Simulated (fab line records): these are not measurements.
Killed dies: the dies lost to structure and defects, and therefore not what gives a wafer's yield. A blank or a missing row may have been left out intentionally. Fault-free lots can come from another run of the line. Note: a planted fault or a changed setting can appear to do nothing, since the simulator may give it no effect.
fab line records -- flow gf180mcu
[record] lots = 15, wafers = 45, last-day = 34
route steps=602 shown V4@477 MIM@507
lots with no fault: from the same line, run without faults
start-h: hours from the record's opening day to when the first of the lot's shown wafers began -- wait-h: how many hours have passed since the lot's step before this one -- " repeats the value in the row above -- L1.1+2: a row that stands for several wafers -- - value missing, or start not given -- * or withheld: withheld -- < > ~ a bound
route shown NAME@n: NAME is a module with steps in the file, n the number in the route of the first one -- usual: the fault-free wafers' mean and standard deviation -- same: alike in all rows -- chamber/n: place in a boat -- sites: each site's reading -- _std_site: standard deviation of those values -- _edge_site: outer sites' mean less inner sites' -- radius-mm: how far each site lies from the wafer's centre -- mask NAME#n: copy n -- behind: the tool/chamber that last shaped the wafer -- hold: why the lot went on hold/how many hours it stayed there/how the hold came to an end -- device: the transistor (n, p or np) that didn't switch -- end of line: tests of these same wafers at the route's end -- for a step that has no rows: nothing shown but its recipe -- killed: not the wafer's yield, but the dies lost to structure and defects at the first sort -- map: a wafer's dies, x killed, . not, _ none there
set.NAME: setting as actually run; set.NAME@STEP: the setting as run at that earlier step -- model.NAME: the simulator's own value behind a step, which no gauge read
the route's steps for a sample of lots (tables are steps, rows are wafers)
services: when a tool's chamber went out of use (start-h, in hours from the record's first day, below 0 if earlier), for how many hours, and the reason
[[steps]]
[step GF_V4_THK_MEAS_01]
[recipe] reads = SiO2_of_V4_CVD_00
[usual] V4_CVD_00_THK = 603/6.1
lot.wafer,tool,chamber,start-h,wait-h,V4_CVD_00_THK[nm]
L568.2,film-metro-02,-,541.14,0.0,597
L568.5,film-metro-02,-,541.14,0.0,604
L568.6,film-metro-02,-,541.14,0.0,613
L569.3,film-metro-01,-,560.36,0.1,600
L569.4,film-metro-01,-,560.36,0.1,602
L569.6,film-metro-01,-,560.36,0.1,600
L570.1,film-metro-01,-,562.09,0.1,612
L570.3,film-metro-01,-,562.09,0.1,605
L570.6,film-metro-01,-,562.09,0.1,614
L572.1,film-metro-01,-,582.42,0.0,592
L572.2,film-metro-01,-,582.42,0.0,603
L572.3,film-metro-01,-,582.42,0.0,596
L575.2,film-metro-01,-,600.38,0.0,604
L575.3,film-metro-01,-,600.38,0.0,608
L575.4,film-metro-01,-,600.38,0.0,603
L577.2,film-metro-01,-,615.92,0.0,599
L577.3,film-metro-01,-,615.92,0.0,593
L577.5,film-metro-01,-,615.92,0.0,589
L578.1,film-metro-01,-,622.09,0.0,600
L578.2,film-metro-01,-,622.09,0.0,605
L578.3,film-metro-01,-,622.09,0.0,603
L579.3,film-metro-01,-,626.81,0.1,600
L579.4,film-metro-01,-,626.81,0.1,601
L579.6,film-metro-01,-,626.81,0.1,599
L580.1,film-metro-02,-,635.40,0.0,600
L580.4,film-metro-02,-,635.40,0.0,599
L580.5,film-metro-02,-,635.40,0.0,597
L583.1,film-metro-04,-,654.67,0.0,599
L583.2,film-metro-04,-,654.67,0.0,607
L583.4,film-metro-04,-,654.67,0.0,607
L586.3,film-metro-01,-,674.98,0.1,616
L586.5,film-metro-01,-,674.98,0.1,611
L586.6,film-metro-01,-,674.98,0.1,608
L587.1,film-metro-01,-,680.63,0.0,606
L587.5,film-metro-01,-,680.63,0.0,603
L587.6,film-metro-01,-,680.63,0.0,611
L588.1,film-metro-04,-,689.62,0.0,607
L588.3,film-metro-04,-,689.62,0.0,603
L588.4,film-metro-04,-,689.62,0.0,604
L590.1,film-metro-04,-,699.65,0.0,607
L590.2,film-metro-04,-,699.65,0.0,602
L590.4,film-metro-04,-,699.65,0.0,601
L591.3,film-metro-02,-,704.11,0.1,595
L591.5,film-metro-02,-,704.11,0.1,591
L591.6,film-metro-02,-,704.11,0.1,598
[step GF_V4_RS_MEAS_24]
[recipe] thk-meas-gauge = four-point-probe, reads = W_of_V4_CVD_23+TiN_of_V4_SPUTTER_22+Ti_of_V4_SPUTTER_21
[usual] V4_W_RS = 0.327/0.0064
lot.wafer,tool,chamber,start-h,wait-h,V4_W_RS[ohm/sq]
L568.2,film-metro-04,-,564.40,0.1,0.329
L568.5,film-metro-04,-,564.40,0.1,0.329
L568.6,film-metro-04,-,564.40,0.1,0.333
L569.3,film-metro-04,-,583.32,0.1,0.337
L569.4,film-metro-04,-,583.32,0.1,0.331
L569.6,film-metro-04,-,583.32,0.1,0.329
L570.1,film-metro-04,-,585.20,0.1,0.329
L570.3,film-metro-04,-,585.20,0.1,0.334
L570.6,film-metro-04,-,585.20,0.1,0.328
L572.1,film-metro-02,-,604.76,0.1,0.333
L572.2,film-metro-02,-,604.76,0.1,0.324
L572.3,film-metro-02,-,604.76,0.1,0.329
L575.2,film-metro-02,-,622.72,0.1,0.337
L575.3,film-metro-02,-,622.72,0.1,0.329
L575.4,film-metro-02,-,622.72,0.1,0.330
L577.2,film-metro-04,-,637.97,0.1,0.330
L577.3,film-metro-04,-,637.97,0.1,0.329
L577.5,film-metro-04,-,637.97,0.1,0.329
L578.1,film-metro-04,-,643.88,0.1,0.330
L578.2,film-metro-04,-,643.88,0.1,0.325
L578.3,film-metro-04,-,643.88,0.1,0.326
L579.3,film-metro-04,-,648.09,0.1,0.332
L579.4,film-metro-04,-,648.09,0.1,0.328
L579.6,film-metro-04,-,648.09,0.1,0.331
L580.1,film-metro-01,-,657.27,0.1,0.330
L580.4,film-metro-01,-,657.27,0.1,0.331
L580.5,film-metro-01,-,657.27,0.1,0.328
L583.1,film-metro-01,-,676.34,0.1,0.329
L583.2,film-metro-01,-,676.34,0.1,0.330
L583.4,film-metro-01,-,676.34,0.1,0.329
L586.3,film-metro-04,-,695.64,0.1,0.325
L586.5,film-metro-04,-,695.64,0.1,0.323
L586.6,film-metro-04,-,695.64,0.1,0.311
L587.1,film-metro-01,-,701.06,0.1,0.314
L587.5,film-metro-01,-,701.06,0.1,0.316
L587.6,film-metro-01,-,701.06,0.1,0.327
L588.1,film-metro-02,-,709.94,0.1,0.310
L588.3,film-metro-02,-,709.94,0.1,0.327
L588.4,film-metro-02,-,709.94,0.1,0.314
L590.1,film-metro-04,-,719.61,0.1,0.308
L590.2,film-metro-04,-,719.61,0.1,0.321
L590.4,film-metro-04,-,719.61,0.1,0.310
L591.3,film-metro-01,-,723.85,0.1,0.330
L591.5,film-metro-01,-,723.85,0.1,0.337
L591.6,film-metro-01,-,723.85,0.1,0.331
[step GF_MIM_SPUTTER_04]
[recipe] material = TiN, target-thk-nm = 50, power-w = 6500, time-s = 41.7, chamber-pressure-pa = 0.4
[usual] throttle-valve-pct = 29.9/0.89
lot.wafer,tool,chamber,start-h,wait-h,throttle-valve-pct
L568.2,pvd-sputter-01,-,565.04,0.0,29.8
L568.5,pvd-sputter-01,-,565.04,0.0,32.2
L568.6,pvd-sputter-01,-,565.04,0.0,29.9
L569.3,pvd-sputter-01,-,583.94,0.0,29.7
L569.4,pvd-sputter-01,-,583.94,0.0,29.7
L569.6,pvd-sputter-01,-,583.94,0.0,32.1
L570.1,pvd-sputter-01,-,585.86,0.0,32.0
L570.3,pvd-sputter-01,-,585.86,0.0,29.5
L570.6,pvd-sputter-01,-,585.86,0.0,32.0
L572.1,pvd-sputter-03,-,605.42,0.0,30.7
L572.2,pvd-sputter-03,-,605.42,0.0,29.3
L572.3,pvd-sputter-03,-,605.42,0.0,28.9
L575.2,pvd-sputter-01,-,623.36,0.0,29.8
L575.3,pvd-sputter-01,-,623.36,0.0,32.0
L575.4,pvd-sputter-01,-,623.36,0.0,30.1
L577.2,pvd-sputter-02,-,638.61,0.0,30.2
L577.3,pvd-sputter-02,-,638.61,0.0,29.4
L577.5,pvd-sputter-02,-,638.61,0.0,30.2
L578.1,pvd-sputter-02,-,644.55,0.0,29.8
L578.2,pvd-sputter-02,-,644.55,0.0,30.3
L578.3,pvd-sputter-02,-,644.55,0.0,29.4
L579.3,pvd-sputter-02,-,648.71,0.0,29.9
L579.4,pvd-sputter-02,-,648.71,0.0,29.3
L579.6,pvd-sputter-02,-,648.71,0.0,30.4
L580.1,pvd-sputter-01,-,657.94,0.0,31.9
L580.4,pvd-sputter-01,-,657.94,0.0,29.4
L580.5,pvd-sputter-01,-,657.94,0.0,32.0
L583.1,pvd-sputter-03,-,677.00,0.0,28.6
L583.2,pvd-sputter-03,-,677.00,0.0,29.3
L583.4,pvd-sputter-03,-,677.00,0.0,30.7
L586.3,pvd-sputter-02,-,696.45,0.0,29.8
L586.5,pvd-sputter-02,-,696.45,0.0,29.3
L586.6,pvd-sputter-02,-,696.45,0.0,30.0
L587.1,pvd-sputter-03,-,701.94,0.0,29.4
L587.5,pvd-sputter-03,-,701.94,0.0,29.2
L587.6,pvd-sputter-03,-,701.94,0.0,28.9
L588.1,pvd-sputter-01,-,710.67,0.0,29.4
L588.3,pvd-sputter-01,-,710.67,0.0,32.3
L588.4,pvd-sputter-01,-,710.67,0.0,29.8
L590.1,pvd-sputter-01,-,720.27,0.0,29.6
L590.2,pvd-sputter-01,-,720.27,0.0,32.0
L590.4,pvd-sputter-01,-,720.27,0.0,29.8
L591.3,pvd-sputter-03,-,724.47,0.0,29.1
L591.5,pvd-sputter-03,-,724.47,0.0,29.3
L591.6,pvd-sputter-03,-,724.47,0.0,28.9
[step GF_MIM_CVD_05]
[recipe] material = Si3N4, target-thk-nm = 42, temp-max-c = 400, temp-c = 385, time-s = 29.086, rf-w = 450
[usual] heater-power-outer-w = 380/48, heater-power-w = 649/63
lot.wafer,tool,chamber,start-h,wait-h,heater-power-outer-w,heater-power-w
L568.2,pecvd-04,0,565.08,0.0,347,600
L568.5,pecvd-04,2,565.08,0.0,473,723
L568.6,pecvd-04,0,565.08,0.0,352,597
L569.3,pecvd-04,2,583.98,0.0,438,678
L569.4,pecvd-04,0,583.98,0.0,372,625
L569.6,pecvd-04,2,583.98,0.0,436,686
L570.1,pecvd-01,2,585.90,0.0,392,649
L570.3,pecvd-01,0,585.90,0.0,337,558
L570.6,pecvd-01,1,585.90,0.0,294,567
L572.1,pecvd-03,0,605.46,0.0,378,664
L572.2,pecvd-03,2,605.46,0.0,360,614
L572.3,pecvd-03,1,605.46,0.0,450,795
L575.2,pecvd-04,2,623.40,0.0,431,694
L575.3,pecvd-04,1,623.40,0.0,388,645
L575.4,pecvd-04,1,623.40,0.0,387,638
L577.2,pecvd-01,2,638.65,0.0,-,-
L577.3,pecvd-01,0,638.65,0.0,-,-
L577.5,pecvd-01,0,638.65,0.0,-,-
L578.1,pecvd-01,1,644.59,0.0,-,-
L578.2,pecvd-01,0,644.59,0.0,-,-
L578.3,pecvd-01,2,644.59,0.0,-,-
L579.3,pecvd-04,0,648.75,0.0,-,-
L579.4,pecvd-04,0,648.75,0.0,-,-
L579.6,pecvd-04,1,648.75,0.0,-,-
L580.1,pecvd-01,0,657.97,0.0,353,562
L580.4,pecvd-01,1,657.97,0.0,318,608
L580.5,pecvd-01,2,657.97,0.0,373,626
L583.1,pecvd-01,1,677.04,0.0,303,592
L583.2,pecvd-01,2,677.04,0.0,367,606
L583.4,pecvd-01,1,677.04,0.0,312,589
L586.3,pecvd-03,0,696.49,0.0,357,652
L586.5,pecvd-03,1,696.49,0.0,375,719
L586.6,pecvd-03,2,696.49,0.0,359,634
L587.1,pecvd-01,1,701.98,0.0,356,630
L587.5,pecvd-01,1,701.98,0.0,352,647
L587.6,pecvd-01,2,701.98,0.0,436,676
L588.1,pecvd-04,0,710.71,0.0,365,607
L588.3,pecvd-04,2,710.71,0.0,486,754
L588.4,pecvd-04,1,710.71,0.0,369,630
L590.1,pecvd-03,2,720.31,0.0,363,650
L590.2,pecvd-03,0,720.31,0.0,413,738
L590.4,pecvd-03,0,720.31,0.0,435,729
L591.3,pecvd-03,1,724.53,0.0,415,784
L591.5,pecvd-03,2,724.53,0.0,295,537
L591.6,pecvd-03,1,724.53,0.0,426,774
[step GF_MIM_METAL_ETCH_19]
[recipe] chemistry = Cl2/BCl3, mask-material = NOVOLAK, stop-on = Si3N4, target-depth-nm = 324.5, pressure-mtorr = 8, icp-w = 800, bias-w = 140, Cl2_flow_sccm = 80, bcl3-flow-sccm = 40, time-s = 54.1
[usual] drypump-motor-current-A = 5.32/0.15, oes-product-au = 0.940/0.0071, throttle-valve-pct = 28.286/0.011
lot.wafer,tool,chamber,start-h,wait-h,drypump-motor-current-A,oes-product-au,rf-hours-counter-h,throttle-valve-pct
L568.2,rie-metal-03,1,586.20,0.1,5.36,0.936,1,28.274
L568.5,rie-metal-03,1,586.20,0.1,5.36,0.935,-,28.294
L568.6,rie-metal-03,0,586.20,0.1,5.26,0.938,-,28.287
L569.3,rie-metal-01,1,605.70,0.1,5.28,0.947,-,28.261
L569.4,rie-metal-01,1,605.70,0.1,5.27,0.938,-,28.286
L569.6,rie-metal-01,1,605.70,0.1,5.30,0.956,-,28.292
L570.1,rie-metal-03,1,607.15,0.1,5.37,0.928,1,28.277
L570.3,rie-metal-03,1,607.15,0.1,5.38,0.949,-,28.278
L570.6,rie-metal-03,0,607.15,0.1,5.28,0.947,-,28.299
L572.1,rie-metal-03,0,625.75,0.1,5.26,0.951,3,28.294
L572.2,rie-metal-03,1,625.75,0.1,5.38,0.949,2,28.277
L572.3,rie-metal-03,1,625.75,0.1,5.37,0.938,-,28.271
L575.2,rie-metal-03,0,643.55,0.1,5.27,0.944,3,28.284
L575.3,rie-metal-03,1,643.55,0.1,5.38,0.949,-,28.271
L575.4,rie-metal-03,0,643.55,0.1,5.26,0.947,-,28.279
L577.2,rie-metal-04,1,658.01,0.1,5.54,1.013,13,28.200
L577.3,rie-metal-04,1,658.01,0.1,5.53,1.013,-,28.223
L577.5,rie-metal-04,1,658.01,0.1,5.53,1.005,-,28.208
L578.1,rie-metal-01,1,664.11,0.1,5.29,0.989,7,28.227
L578.2,rie-metal-01,0,664.11,0.1,5.53,0.978,2,28.245
L578.3,rie-metal-01,1,664.11,0.1,5.27,0.988,-,28.235
L579.3,rie-metal-03,0,667.82,0.1,5.26,1.005,-,28.202
L579.4,rie-metal-03,1,667.82,0.1,5.38,1.008,-,28.209
L579.6,rie-metal-03,0,667.82,0.1,5.28,1.006,-,28.212
L580.1,rie-metal-01,0,677.45,0.1,5.50,0.947,2,28.288
L580.4,rie-metal-01,1,677.45,0.1,5.25,0.933,-,28.282
L580.5,rie-metal-01,1,677.45,0.1,5.26,0.947,-,28.292
L583.1,rie-metal-04,0,695.35,0.1,5.00,0.942,6,28.279
L583.2,rie-metal-04,0,695.35,0.1,5.01,0.946,-,28.272
L583.4,rie-metal-04,0,695.35,0.1,5.03,0.936,-,28.286
L586.3,rie-metal-03,1,714.68,0.1,5.37,0.948,-,28.277
L586.5,rie-metal-03,1,714.68,0.1,5.38,0.939,-,28.302
L586.6,rie-metal-03,0,714.68,0.1,5.28,0.947,-,28.278
L587.1,rie-metal-04,0,719.45,0.1,5.01,0.939,8,28.274
L587.5,rie-metal-04,0,719.45,0.1,5.01,0.929,-,28.290
L587.6,rie-metal-04,0,719.45,0.1,5.02,0.941,-,28.276
L588.1,rie-metal-04,0,729.40,0.1,5.03,0.938,9,28.285
L588.3,rie-metal-04,0,729.40,0.1,5.07,0.946,-,28.278
L588.4,rie-metal-04,1,729.40,0.1,5.52,0.942,-,28.280
L590.1,rie-metal-01,0,738.06,0.1,5.50,0.939,4,28.269
L590.2,rie-metal-01,1,738.06,0.1,5.28,0.930,10,28.285
L590.4,rie-metal-01,1,738.06,0.1,5.30,0.949,-,28.280
L591.3,rie-metal-04,1,741.88,0.1,5.53,0.932,-,28.288
L591.5,rie-metal-04,0,741.88,0.1,5.05,0.936,-,28.287
L591.6,rie-metal-04,1,741.88,0.1,5.50,0.937,-,28.286
[[services]]
tool,chamber,start-h,hours,kind
pvd-sputter-01,-,551.52,5.4,repair
rie-metal-01,0,584.44,-,clean
rie-metal-01,0,584.44,33.5,scheduled-down
rie-metal-01,0,584.44,33.5,vent-cycle
pvd-sputter-03,-,591.05,4.6,repair
pecvd-03,-,591.12,14.0,pm
pvd-sputter-01,-,608.64,2.7,repair
rie-metal-04,-,631.90,15.6,pm
pvd-sputter-01,0,634.86,-,consumable-replace:kit
pvd-sputter-01,0,634.86,18.0,scheduled-down
pvd-sputter-01,0,634.86,18.0,vent-cycle
rie-metal-03,-,639.23,0.3,repair
pvd-sputter-01,-,640.34,3.0,repair
rie-metal-01,1,682.49,1.3,repair
rie-metal-04,-,689.90,1.4,pm
rie-metal-04,1,692.18,5.9,repair
pvd-sputter-01,-,694.39,3.5,repair
pecvd-04,-,695.92,5.5,pm
rie-metal-04,1,698.07,-,clean
rie-metal-04,1,698.07,30.2,scheduled-down
rie-metal-04,1,698.07,30.2,vent-cycle
pvd-sputter-03,-,703.23,7.4,repair
pecvd-04,-,719.17,14.6,pm
pecvd-03,0,722.65,12.6,repair
[[key]]
[first-sign] step = GF_MIM_CVD_05, reading = tool-record, direction = missing
[effect] step = GF_MIM_METAL_ETCH_19, reading = oes-product-au, direction = up, sigmas = 8.5, usual = 0.940, struck = 1.001
met-at GF_MIM_CVD_05
struck-lots L577,L578,L579
later-rows-left-out L577.2,L577.3,L577.5,L578.1,L578.2,L578.3,L579.3,L579.4,L579.6
sort-left-out L577.2,L577.3,L577.5,L578.1,L578.2,L578.3,L579.3,L579.4,L579.6
not-acting-at GF_V4_THK_MEAS_01,GF_V4_RS_MEAS_24,GF_MIM_SPUTTER_04
onset-between 623.40 638.65
[fault] kind = skipped-step-whole, tool = pecvd-01,pecvd-04, chamber = -, onset-h = 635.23, steps = GF_MIM_CVD_05, scope = struck-lots-only
// sort-left-out: the simulated sort isn't trusted on such a fault, so these wafers' sort isn't shown, and their yield isn't known
// later-rows-left-out: the simulator's readings of these wafers behind a module that went badly wrong aren't trusted and aren't shown, but for the sort
